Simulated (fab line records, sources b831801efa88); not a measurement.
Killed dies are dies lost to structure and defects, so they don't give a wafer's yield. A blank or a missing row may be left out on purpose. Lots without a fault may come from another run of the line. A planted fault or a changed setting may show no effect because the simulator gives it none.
Problem report in the 8D (eight disciplines) form, filled by code | flow gf180mcu | the parts of the form that need people (team, actions taken, sign-off) are left out

1. THE PROBLEM
CONTACT_W_RS at GF_CONTACT_RS_MEAS_25 reads a mean of 0.331 ohm/sq on 2 wafers of 2 lots; wafers without a fault read 0.382 ohm/sq with a standard deviation of 0.0044. That is -12 standard deviations from the usual mean.
The step: measures by four-point-probe.
First seen on wafer L569.6, day 23 09:25, on film_metro-03. The record holds 33 wafers of 11 lots with a number at this step. Rule for "out", or "out of limits": more than 4 standard deviations from the usual mean. The other wafers with a number count as sound.

2. WHAT IT IS AND WHAT IT IS NOT
question                    | is                           | is not
which readings at this step | CONTACT_W_RS                 | -
which lots                  | L569, L570                   | L549, L551, L553, L555, L561, L562, L563, L566, L571
which wafers of those lots  | L569.6, L570.1               | L569.1, L569.5, L570.2, L570.4
read on which gauges        | film_metro-03, film_metro-04 | film_metro-02
when                        | from day 23 09:25            | up to then (26 sound wafers); but 5 sound wafers of L570, L571 came after

3. SUSPECTS, AND WHAT RULES EACH OUT
Counting: a tool at a process step up to the reading stays a suspect if it ran every lot that is out. Sound lots after the first of them don't rule it out here, since some wafers of a struck lot are sound.
- the gauge at GF_CONTACT_RS_MEAS_25: ruled out. The wafers that are out were read on 2 gauges (film_metro-03, film_metro-04).
- cvd_w-02 at GF_CONTACT_CVD_24 (deposits W, target thk 300 nm, time 90.339 s): kept. It ran every lot that is out, first L569 (day 23 09:19); its last sound lot up to then is L566 (day 22 09:31). Its own readings are out on those wafers: susceptor_temp_C.
- Within cvd_w-02 at GF_CONTACT_CVD_24: the wafers that are out ran in chamber 0; their sound lot-mates ran in chamber 1.
Left after counting: cvd_w-02 at GF_CONTACT_CVD_24.

4. THE CAUSE (what the simulator had put in)
Process parameter drift: cvd_w-02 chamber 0, from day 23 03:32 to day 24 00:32, at GF_CONTACT_CVD_24. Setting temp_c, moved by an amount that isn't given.
Counting left only this tool.

5. THE CHAIN OF EFFECTS, in route order
Each row: a reading whose mean over the struck wafers that have a number lies more than 3 standard deviations from the usual. Only readings for which the record gives a usual standard deviation are gone through. hours: the time from each lot's start at the first step in this table that gives one to its start at this step, as a median over the lots. sigmas: the change in usual standard deviations.
hours | step                   | reading            | usual        | on struck wafers | change | sigmas
0     | GF_CONTACT_CVD_24      | susceptor_temp_C   | 400.01 C     | 408.57           | +8.56  | +37
0     | GF_CONTACT_RS_MEAS_25  | CONTACT_W_RS       | 0.382 ohm/sq | 0.331            | -0.051 | -12
4     | GF_CONTACT_THK_MEAS_26 | CONTACT_W_THK      | 295 nm       | 342              | +47    | +13
7     | GF_CONTACT_CMP_27      | time_to_endpoint_s | 73.7 s       | 88.2             | +14.5  | +5.2
The process steps in it:
- GF_CONTACT_CVD_24: deposits W, target thk 300 nm, time 90.339 s.
- GF_CONTACT_CMP_27: polishes, stops on SiO2, t overpolish 15 s, target thk 0 nm.
Later measuring or inspecting steps at which every struck wafer that the step has a row for has a number for every such reading, and none has moved that far: GF_M1_THK_MEAS_06.

6. WHAT WOULD HAVE CAUGHT IT SOONER
In this record the first reading out of limits at a measuring or inspecting step was taken at day 23 09:25, 6 hours after the fault began at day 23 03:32.
The tool's own readings at GF_CONTACT_CVD_24 were out on every struck wafer that the step has a row for (susceptor_temp_C): an alarm limit on them would have fired on the first of those.
Of the lots that are out (2), L570 began GF_CONTACT_CVD_24 on cvd_w-02 after day 23 09:25. A hold on the tool at that time would have spared it.
